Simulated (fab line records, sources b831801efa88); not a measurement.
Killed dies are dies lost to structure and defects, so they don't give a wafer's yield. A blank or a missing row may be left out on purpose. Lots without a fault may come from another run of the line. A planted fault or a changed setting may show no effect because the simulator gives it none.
One fault seen from 2 desks | flow sfq_line | each desk has only its own numbers; what lay behind them comes last

THE METROLOGY DESK
What the gauges read, lot by lot, whatever tool the lot ran on: means of the sampled wafers that have a number. A lot is out of limits, marked OUT, if its mean lies more than 4 standard deviations from the usual mean; the brackets give that distance.
Columns: A = M2_NB_RS at SFQ_M2_RS_MEAS_914, usual 0.887 ohm/sq; B = M2_OVL at SFQ_M2_OVL_MEAS_916, usual -3 nm
lot  | first seen here | A     | B
L678 | day 26 14:05    | 0.895 | -7
L682 | day 27 20:50    | 0.888 | -4
L683 | day 28 08:13    | 0.881 | -5
L689 | day 31 22:23    | 0.890 | 5
L691 | day 34 03:24    | 0.898 | -5
L694 | day 34 07:00    | 0.875 | 1
This desk's finding: nothing out of limits on any of the 6 lots.

THE TOOL OWNER'S DESK: rie_metal-02
The tool's own readings at SFQ_TRILAYER_M2_BARC_OPEN_METAL_ETCH_077 (etches BARC in O2, target depth 125 nm, time 41.7 s): means of the sampled wafers that have a number, for each lot that ran on this tool. A lot is out of limits, marked OUT, if its mean lies more than 4 standard deviations from the usual mean; the brackets give that distance.
Columns: A = drypump_motor_current_A at SFQ_TRILAYER_M2_BARC_OPEN_METAL_ETCH_077, usual 5.63 A; B = oes_product_au at SFQ_TRILAYER_M2_BARC_OPEN_METAL_ETCH_077, usual 0.685 a.u.; C = rf_fwd_power_W at SFQ_TRILAYER_M2_BARC_OPEN_METAL_ETCH_077, usual 593 W; D = run_length_s at SFQ_TRILAYER_M2_BARC_OPEN_METAL_ETCH_077, usual 70.0 s
lot  | first seen here | A    | B                | C   | D
L682 | day 34 09:55    | 5.73 | 0.726 (+8.0) OUT | 596 | 67.3 (-6.1) OUT
L683 | day 34 21:55    | 5.80 | 0.704            | 596 | 68.7
L689 | day 37 22:44    | 5.81 | 0.681            | 595 | 70.1
L694 | day 39 22:17    | 5.89 | 0.679            | 592 | 69.9
This desk's finding: out of limits on L682; first on L682, day 34 09:55 (oes_product_au at SFQ_TRILAYER_M2_BARC_OPEN_METAL_ETCH_077). In limits: L683, L689, L694.

PUT TOGETHER
The tool owner's desk could have raised an alarm at day 34 09:55, on L682.
The metrology desk saw nothing out of limits.
The metrology desk has L682 on record, within its limits.
Of the lots named, all ran SFQ_TRILAYER_M2_BARC_OPEN_METAL_ETCH_077 on rie_metal-02.

WHAT THE SIMULATOR HAD PUT IN
Process parameter drift: rie_metal-02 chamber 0, from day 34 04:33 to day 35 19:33, at SFQ_TRILAYER_M2_BARC_OPEN_METAL_ETCH_077. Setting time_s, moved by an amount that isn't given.
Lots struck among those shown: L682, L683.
Hours from the fault's start to each desk's first reading out of limits: the tool owner's desk, 5.
